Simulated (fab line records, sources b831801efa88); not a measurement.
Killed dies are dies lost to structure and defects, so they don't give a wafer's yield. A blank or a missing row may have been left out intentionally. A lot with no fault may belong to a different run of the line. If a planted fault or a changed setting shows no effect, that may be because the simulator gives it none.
What tool caused it?    flow sky130    route of 708 steps, sampled at 1 step: 12 lots, 36 wafers

== WHAT THE GAUGES SHOWED, per wafer ==
SKY_NWELL_OVL_MEAS_10.
lot   measured      on          NWELL_00_OVL (nm)
L075  day 4 16:28   overlay-02  0.5 1.5 0.1
L077  day 5 05:22   overlay-01  0.3 -0.5 -0.7
L079  day 5 15:35   overlay-01  0.0 0.7 1.3
L081  day 6 05:36   overlay-02  0.2 0.6 1.2
L083  day 6 15:02   overlay-02  -0.4 -1.1 -0.4
L085  day 7 03:41   overlay-02  1.1 1.4 0.1
L087  day 7 17:34   overlay-01  0.1 -1.3 -1.4
L089  day 8 03:00   overlay-01  0.0 0.1 -1.3
L091  day 8 21:20   overlay-02  1.8 0.6 3.8
L093  day 9 06:39   overlay-01  0.5 1.1 0.9
L095  day 9 22:30   overlay-02  1.2 1.3 -0.8
L097  day 10 08:02  overlay-01  0.5 2.3 0.2

== WHICH TOOL RAN EACH LOT (tool, then ch and the chambers of the sampled wafers, then the start) ==
Record: no process step prior to these readings.

== THE ANSWER, worked out from the rows above alone ==
Rule: what is usual is taken from the lots themselves. The widest of any qualifying gaps counts: lots, ordered by their means at a reading, are off when they make up no more than a third of the lots, leave a main group of 4 or more, and stand apart from it by 3 or more times the standard deviation of that group's means. A main group is skipped when, at the precision printed for the reading in the tables above, its means are all equal. A lot without any number at a reading at which 4 lots or more have one is off too. Where the step has rows for the other lots, those lots are counted as sound.
Across all readings shown, no lot is off: no conclusion can be drawn from this.

== WHAT HAD BEEN PUT IN BY THE SIMULATOR ==
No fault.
